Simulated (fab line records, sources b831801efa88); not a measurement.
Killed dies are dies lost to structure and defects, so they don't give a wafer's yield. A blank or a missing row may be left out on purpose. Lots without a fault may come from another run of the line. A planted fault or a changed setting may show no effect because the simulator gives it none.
Which tool did it? | flow gf180mcu | 12 lots, 36 wafers sampled, at 6 steps of a route of 602

WHAT THE GAUGES READ, wafer by wafer
GF_M2_CD_MEAS_14: target cd 280 nm.
lot  | measured     | on        | cd_nm (nm)
L527 | day 19 06:23 | cd_sem-02 | 279.2 279.2 278.7
L534 | day 22 04:42 | cd_sem-01 | 279.2 278.2 278.1
L535 | day 22 06:56 | cd_sem-02 | 281.5 281.9 280.8
L536 | day 23 04:24 | cd_sem-01 | 279.8 281.1 280.8
L539 | day 23 18:17 | cd_sem-01 | 278.9 279.9 279.3
L541 | day 24 11:16 | cd_sem-02 | 279.8 279.3 279.9
L542 | day 24 11:37 | cd_sem-01 | 279.4 278.9 280.3
L544 | day 25 01:14 | cd_sem-02 | 282.9 282.3 281.2
L545 | day 25 11:20 | cd_sem-02 | 280.7 278.9 279.9
L546 | day 26 01:33 | cd_sem-01 | 280.3 279.0 280.8
L547 | day 26 10:54 | cd_sem-01 | 280.0 281.6 281.6
L549 | day 26 19:25 | cd_sem-01 | 279.2 279.1 278.7

GF_V2_BOW_MEAS_05.
lot  | measured     | on            | V2_BOW (um)
L527 | day 19 07:54 | film_metro-04 | 97 92 92
L534 | day 22 06:07 | film_metro-03 | 87 104 103
L535 | day 22 08:25 | film_metro-04 | 100 88 99
L536 | day 23 05:47 | film_metro-04 | 92 91 98
L539 | day 23 19:45 | film_metro-04 | 85 94 100
L541 | day 24 12:47 | film_metro-01 | 107 105 105
L542 | day 24 13:00 | film_metro-01 | 101 111 109
L544 | day 25 02:37 | film_metro-03 | 103 96 106
L545 | day 25 12:43 | film_metro-04 | 102 110 94
L546 | day 26 02:56 | film_metro-04 | 104 116 107
L547 | day 26 12:19 | film_metro-04 | 80 87 105
L549 | day 26 20:49 | film_metro-01 | 96 94 102

GF_V4_RS_MEAS_24: measures by four-point-probe.
lot  | measured     | on            | V4_W_RS (ohm/sq)
L527 | day 24 11:07 | film_metro-04 | 0.328 0.325 0.325
L534 | day 27 02:10 | film_metro-01 | 44.503 44.418 44.153
L535 | day 27 03:48 | film_metro-01 | 45.026 44.856 44.886
L536 | day 27 23:46 | film_metro-04 | 43.868 43.970 44.195
L539 | day 28 11:28 | film_metro-03 | 0.323 0.325 0.317
L541 | day 29 02:47 | film_metro-01 | 0.326 0.327 0.324
L542 | day 29 03:10 | film_metro-04 | 0.322 0.325 0.321
L544 | day 29 15:43 | film_metro-04 | 0.322 0.332 0.323
L545 | day 29 23:54 | film_metro-01 | 0.328 0.328 0.328
L546 | day 30 12:46 | film_metro-01 | 0.325 0.324 0.324
L547 | day 30 20:39 | film_metro-04 | 0.322 0.319 0.328
L549 | day 31 03:10 | film_metro-04 | 0.332 0.326 0.326

GF_V4_THK_MEAS_25: measures by xrf.
lot  | measured     | on            | V4_W_THK (nm)
L527 | day 24 11:13 | film_metro-04 | 347 349 346
L534 | day 27 02:16 | film_metro-01 | - - <0
L535 | day 27 03:55 | film_metro-01 | - <0 -
L536 | day 27 23:53 | film_metro-04 | <0 - <0
L539 | day 28 11:35 | film_metro-03 | 342 341 348
L541 | day 29 02:53 | film_metro-01 | 343 340 347
L542 | day 29 03:16 | film_metro-04 | 352 347 352
L544 | day 29 15:50 | film_metro-04 | 350 342 349
L545 | day 30 00:00 | film_metro-01 | 343 341 343
L546 | day 30 12:53 | film_metro-01 | 347 346 345
L547 | day 30 20:46 | film_metro-04 | 357 360 346
L549 | day 31 03:16 | film_metro-04 | 343 350 350

WHICH TOOL RAN EACH LOT (tool, then ch and the chambers of the sampled wafers, then the start)
lot  | GF_V4_ETCH_17                                 | GF_V4_CVD_23
L527 | rie_diel-02 ch 0,1,3, day 24 11:00 or earlier | cvd_w-01 ch 0,1, day 24 11:00
L534 | rie_diel-04 ch 1,2, day 27 02:02 or earlier   | cvd_w-01 ch 0,1, day 27 02:02
L535 | rie_diel-04 ch 0,1, day 27 03:41 or earlier   | cvd_w-02 ch 0,1, day 27 03:41
L536 | rie_diel-03 ch 0,3, day 27 23:38 or earlier   | cvd_w-01 ch 0,1, day 27 23:38
L539 | rie_diel-02 ch 0,1,3, day 28 11:21 or earlier | cvd_w-02 ch 0,1, day 28 11:21
L541 | rie_diel-04 ch 0,1,2, day 29 02:38 or earlier | cvd_w-02 ch 0, day 29 02:38
L542 | rie_diel-03 ch 0, day 29 03:01 or earlier     | cvd_w-01 ch 0,1, day 29 03:01
L544 | rie_diel-03 ch 0,1, day 29 15:36 or earlier   | cvd_w-02 ch 0,1, day 29 15:36
L545 | rie_diel-04 ch 0,1,2, day 29 23:47 or earlier | cvd_w-01 ch 0,1, day 29 23:47
L546 | rie_diel-04 ch 0,1, day 30 12:39 or earlier   | cvd_w-01 ch 0,1, day 30 12:39
L547 | rie_diel-03 ch 2,3, day 30 20:31 or earlier   | cvd_w-02 ch 0,1, day 30 20:31
L549 | rie_diel-02 ch 0,3, day 31 03:03 or earlier   | cvd_w-01 ch 0,1, day 31 03:03
- GF_V4_ETCH_17: etches SiO2 in C4F8/O2/Ar, stops on TiN, target depth 630 nm.
- GF_V4_CVD_23: deposits W, target thk 350 nm, time 104.9 s.

WHAT THE TOOLS THEMSELVES READ (means of the sampled wafers that have a number; where no wafer has one, the mark that the record gives instead)
GF_V4_ETCH_17.
lot  | tool        | oes_product_au (a.u.)
L527 | rie_diel-02 | 0.858
L534 | rie_diel-04 | 0.862
L535 | rie_diel-04 | 0.855
L536 | rie_diel-03 | 0.857
L539 | rie_diel-02 | 0.854
L541 | rie_diel-04 | 0.856
L542 | rie_diel-03 | 0.849
L544 | rie_diel-03 | 0.855
L545 | rie_diel-04 | 0.860
L546 | rie_diel-04 | 0.852
L547 | rie_diel-03 | 0.854
L549 | rie_diel-02 | 0.859

GF_V4_CVD_23.
lot  | tool     | chamber_pressure_Torr (Torr) | heater_power_outer_w (W) | heater_power_w (W)
L527 | cvd_w-01 | 39.91                        | 562                      | 889
L534 | cvd_w-01 | -                            | -                        | -
L535 | cvd_w-02 | -                            | -                        | -
L536 | cvd_w-01 | -                            | -                        | -
L539 | cvd_w-02 | 40.18                        | 561                      | 892
L541 | cvd_w-02 | 39.94                        | 591                      | 938
L542 | cvd_w-01 | 39.97                        | 507                      | 837
L544 | cvd_w-02 | 40.02                        | 531                      | 862
L545 | cvd_w-01 | 40.01                        | 508                      | 820
L546 | cvd_w-01 | 39.96                        | 509                      | 829
L547 | cvd_w-02 | 40.08                        | 531                      | 851
L549 | cvd_w-01 | 40.01                        | 560                      | 907

THE ANSWER, worked out from the rows above alone
Rule: what is usual is taken from the lots themselves. Put in order of their means at a reading, lots are off if they are a third of the lots or fewer, leave a main group of 4 or more, and stand apart from it by a gap of 3 or more times the standard deviation of the main group's means; of several such gaps the widest counts. A main group whose means are all the same, to the digits that the tables above print for the reading, isn't used. A lot without any number at a reading at which 4 lots or more have one is off too. The other lots that the step has rows for count as sound. The gauges are gone through in route order, then the tools' own readings, and for those a lot's mean is taken as printed above. The first step at which some lot is off is used, and at that step the reading that is off furthest; a lot without a number counts as furthest.
Off: L534, L535, L536, at GF_V4_RS_MEAS_24 (V4_W_RS). The main group: mean 0.325 ohm/sq, standard deviation 0.0021.
A tool fits if, at a process step before that reading, it ran every lot that is off, and no sound lot after the first of them. The gauges at GF_V4_RS_MEAS_24 aren't tried: what is off there is off at GF_V4_CVD_23 too, on other tools, and a gauge's error can't cause that. GF_V4_ETCH_17 gives no start for some lots, so the hours and the order of its lots are those of GF_V4_CVD_23. None of those tried fits.

WHAT THE SIMULATOR HAD PUT IN
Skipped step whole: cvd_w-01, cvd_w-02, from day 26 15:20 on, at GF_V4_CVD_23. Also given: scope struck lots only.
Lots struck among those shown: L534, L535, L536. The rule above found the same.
